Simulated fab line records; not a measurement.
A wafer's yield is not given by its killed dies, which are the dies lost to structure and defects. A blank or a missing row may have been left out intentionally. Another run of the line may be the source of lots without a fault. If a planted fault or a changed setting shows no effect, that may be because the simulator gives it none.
Comparing a struck lot with a sound one :: flow gf180mcu :: 37 steps out of a route of 602
Sound: these wafers, L589.3, L589.4, L589.5. Struck: wafer L596.4 (left out: L596.3, L596.6 of the same lot, which were not struck); the cause appears at the end.
For every step that has rows: the tool of each side, followed by ch and its chambers, followed by its first start. Under that, the readings that differ: sound wafers :: struck wafers :: difference of the means :: sigmas: that difference in standard deviations of wafers without a fault.
alike: a reading whose means differ by less than 2 such deviations, as well as words and numbers matching on both sides. not compared: withheld readings; readings where some wafer has no value; bounds like >300 that might hide an equal value; numbers whose values overlap and for which the record gives no deviation.
The two part at a step that has a row with sigmas, a row that says differs or no value, or rows on one side only. Numbers that don't overlap but have no deviation are shown without sigmas and don't part them. A reading missing from all wafers of one side parts the sides only when that side holds two or more wafers.

first, 2 steps without rows for these wafers: GF_M1_PEB_12 (peb time 90 s); GF_M1_DEVELOP_13 (develop time 60 s).
GF_M1_CD_MEAS_14: the cd target is 230 nm.
  sound on cd-sem-02 at day 21 19:33; struck on cd-sem-01 at day 23 22:06
  alike: cd-nm
GF_M1_OVL_MEAS_15:
  sound on overlay-01 at day 21 19:38; struck on overlay-01 at day 23 22:11
  alike: M1_OVL
GF_M1_METAL_ETCH_16: etches the open film in Cl2/BCl3, stops on SiO2, target depth 627.5 nm, time 104.6 s.
  sound on rie-metal-02 ch 0,1, day 21 19:42; struck on rie-metal-04 ch 1, day 23 22:15
  alike: drypump-motor-current-A, he-backside-leak-sccm, oes-product-au, throttle-valve-pct
  not compared: rf-hours-counter-h
GF_M1_STRIP_17: strips in O2/N2.
  sound on plasma-asher-03 ch 0,1, day 21 19:49; struck on plasma-asher-01 ch 0, day 23 22:22
  alike: drypump-motor-current-A, heater-power-w, oes-product-au, platen-temp-c, strip-time-to-endpoint-s
  not compared: rf-hours-counter-h
then, 3 steps without rows for these wafers: GF_M1_STRIP_18 (strips in post etch residue remover, time 1200 s); GF_M1_CLEAN_19 (cleans in DIW); GF_V1_CVD_00 (deposits SiO2, target thk 600 nm, time 100 s).
GF_V1_THK_MEAS_01:
  sound on film-metro-03 at day 21 20:26; struck on film-metro-04 at day 23 22:58
  alike: V1_CVD_00_THK
GF_V1_CVD_02: deposits SiO2 from TEOS, target thk 850 nm, time 94.851 s.
  sound on pecvd-02 ch 0,1, day 21 20:29; struck on pecvd-03 ch 2, day 23 23:00
reading: heater-power-outer-w (W)
sound: 418 498 431
struck: 314
difference: -135
sigmas: -2
  alike: heater-power-w
GF_V1_THK_MEAS_03:
  sound on film-metro-04 at day 21 20:34; struck on film-metro-03 at day 23 23:05
  alike: V1_CVD_02_THK
GF_V1_CMP_04: polishes SiO2.
  sound on cmp-01 ch 0,2,3, day 21 20:37; struck on cmp-02 ch 0, day 23 23:11
reading: edge-zone-pressure-frac
sound: 1.000 0.996 1.001
struck: 1.009
difference: +0.010
sigmas: +2

reading: time-to-endpoint-s (s)
sound: 73 78 74
struck: 24
difference: -51
sigmas: -9

reading: model.SiO2_of_V1_CVD_02.thk-nm (nm)
sound: 629.4 631 629.4
struck: 789.7
difference: +159.8
sigmas: 
  alike: motor-current-A
GF_V1_BOW_MEAS_05:
  sound on film-metro-02 at day 21 20:57; struck on film-metro-02 at day 23 23:28
  alike: V1_BOW
then, 8 steps without rows for these wafers: GF_V1_DEHYDRATE_06 (time 60 s); GF_V1_HMDS_07 (prime time 60 s); GF_V1_COAT_08; GF_V1_COAT_09 (resist thk 1000 nm); GF_V1_SOFTBAKE_10 (time 60 s); GF_V1_EXPOSE_11 (exposes mask Via1, target cd 260 nm); GF_V1_PEB_12 (peb time 90 s); GF_V1_DEVELOP_13 (develop time 60 s).
GF_V1_CD_MEAS_14: the cd target is 260 nm.
  sound on cd-sem-02 at day 22 20:20; struck on cd-sem-01 at day 24 21:06
  alike: cd-nm
GF_V1_OVL_MEAS_15:
  sound on overlay-01 at day 22 20:26; struck on overlay-02 at day 24 21:11
  alike: V1_OVL
GF_V1_ETCH_16: etches BARC in N2/H2.
  sound on rie-diel-04 ch 2,3, day 22 20:27; struck on rie-diel-04 ch 3, day 24 21:13
  alike: drypump-motor-current-A, oes-product-au, throttle-valve-pct
GF_V1_ETCH_17: etches SiO2 in C4F8/O2/Ar, stops on TiN, target depth 630 nm.
  sound: rie-diel-04 ch 2,3; struck: rie-diel-04 ch 3
reading: oes-product-au (a.u.)
sound: 0.851 0.843 0.857
struck: 0.971
difference: +0.121
sigmas: +25

reading: model.etch.depth-nm (nm)
sound: 629.4 631 629.4
struck: 789.7
difference: +159.8
sigmas: 

reading: model.V1.feature-depth-nm (nm)
sound: 629.4 631 629.4
struck: 789.7
difference: +159.8
sigmas: 
GF_V1_STRIP_18: strips in O2/N2.
  sound on plasma-asher-04 ch 0,1, day 22 20:37; struck on plasma-asher-04 ch 1, day 24 21:23
reading: oes-product-au (a.u.)
sound: 0.589 0.589 0.592
struck: 0.578
difference: -0.012
sigmas: -2
  alike: drypump-motor-current-A, heater-power-w, platen-temp-c
  not compared: rf-hours-counter-h
then, 5 steps without rows for these wafers: GF_V1_STRIP_19 (strips in post etch residue remover, time 1200 s); GF_V1_CLEAN_20 (cleans in DIW); GF_V1_SPUTTER_21 (material Ti, target thk 15 nm, time 81.63 s); GF_V1_SPUTTER_22 (material TiN, target thk 10 nm, time 40 s); GF_V1_CVD_23 (deposits W, target thk 350 nm, time 105.05 s).
GF_V1_RS_MEAS_24: a four-point-probe measurement.
  sound on film-metro-03 at day 22 21:22; struck on film-metro-03 at day 24 22:08
  alike: V1_W_RS
GF_V1_THK_MEAS_25: measures by xrf.
  sound on film-metro-03 at day 22 21:28; struck on film-metro-03 at day 24 22:14
  alike: V1_W_THK
GF_V1_CMP_26: polishes, stops on SiO2, t overpolish 15 s, target thk 0 nm.
  sound on cmp-01 ch 0,1,3, day 22 21:36; struck on cmp-02 ch 1, day 24 22:19
reading: model.SiO2_of_V1_CVD_02.thk-nm (nm)
sound: 625.6 627.2 625.7
struck: 785.9
difference: +159.7
sigmas: 
  alike: edge-zone-pressure-frac, motor-current-A
then, 1 step without rows for these wafers: GF_M2_SPUTTER_00 (material Ti, target thk 37.5 nm, time 150 s).
-- the record jumps here: 9 days lie between the struck wafers' starts before and after (it left off in module M2 and takes up again in module PASSIVATION, whose first step shown is number 602 of the route) --
GF_PASSIVATION_PROBE_99:
  sound on prober-01 at day 32 15:55; struck on prober-02 at day 34 02:59
reading: model.etest.via1-chain.rc-ohm
sound: 6.353 6.263 6.064
struck: 8.317
difference: +2.090
sigmas: 

reading: model.etest.met2-comb.leak-log10-a-um
sound: -12.11 -11.87 -11.83
struck: -11.41
difference: +0.53
sigmas: 

== WHERE THEY PART ==
At GF_V1_CVD_02 first; at GF_V1_STRIP_18 last (within this record only). Later steps at which nothing parts them and some readings are alike: GF_V1_RS_MEAS_24, GF_V1_THK_MEAS_25, GF_V1_CMP_26.

WHY: what the simulator had put in
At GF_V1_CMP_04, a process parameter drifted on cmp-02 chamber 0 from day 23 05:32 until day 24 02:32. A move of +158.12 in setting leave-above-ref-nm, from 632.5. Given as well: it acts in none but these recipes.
